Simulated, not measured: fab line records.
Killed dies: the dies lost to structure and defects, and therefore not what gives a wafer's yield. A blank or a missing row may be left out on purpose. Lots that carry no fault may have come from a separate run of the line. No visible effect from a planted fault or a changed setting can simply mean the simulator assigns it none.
The same fault as seen by 2 desks :: flow sfq_line :: every desk sees just its own numbers, and what lay behind them comes last

== THE METROLOGY DESK ==
Means of the sampled wafers that have a number, per lot and without regard to the tool the lot ran on: this is what the gauges read. Any lot whose mean is over 4 standard deviations away from the usual mean is out of limits and marked OUT; that distance is given in the brackets.
Columns: A = I3_OVL at SFQ_I3_OVL_MEAS_923, usual -1 nm; B = M4_NB_RS at SFQ_M4_RS_MEAS_924, usual 0.888 ohm/sq; C = M4_OVL at SFQ_M4_OVL_MEAS_926, usual 0 nm
lot: L493
first seen here: day 50 16:41
A: -4
B: 0.879
C: 0

lot: L495
first seen here: day 50 21:31
A: 2
B: 0.893
C: -4

lot: L496
first seen here: day 50 22:42
A: 3
B: 0.880
C: 4

lot: L502
first seen here: day 51 08:19
A: -4
B: 0.868
C: 4

lot: L504
first seen here: day 52 04:49
A: 4
B: 0.875
C: -2

lot: L506
first seen here: day 52 12:02
A: -0
B: 0.897
C: 3
Finding of this desk: none of the 6 lots has anything out of limits.

== TOOL OWNER'S DESK, litho_track-02 ==
The tool's own readings at SFQ_TRILAYER_M4_LITHO_COAT_093 (resist thk 600 nm): means of the sampled wafers that have a number, for each lot that ran on this tool. Any lot whose mean is over 4 standard deviations away from the usual mean is out of limits and marked OUT; that distance is given in the brackets.
Columns: A = dispense_pressure_kPa at SFQ_TRILAYER_M4_LITHO_COAT_093, usual 50.1 kPa
lot: L493
first seen here: day 50 18:16
A: 50.5

lot: L502
first seen here: day 51 09:58
A: 50.6

lot: L504
first seen here: day 52 06:23
A: 50.6
Finding of this desk: none of the 3 lots has anything out of limits.

== BROUGHT TOGETHER ==
Metrology desk: nothing out of limits seen.
Nothing out of limits was seen by the tool owner's desk.

== WHAT HAD BEEN PUT IN BY THE SIMULATOR ==
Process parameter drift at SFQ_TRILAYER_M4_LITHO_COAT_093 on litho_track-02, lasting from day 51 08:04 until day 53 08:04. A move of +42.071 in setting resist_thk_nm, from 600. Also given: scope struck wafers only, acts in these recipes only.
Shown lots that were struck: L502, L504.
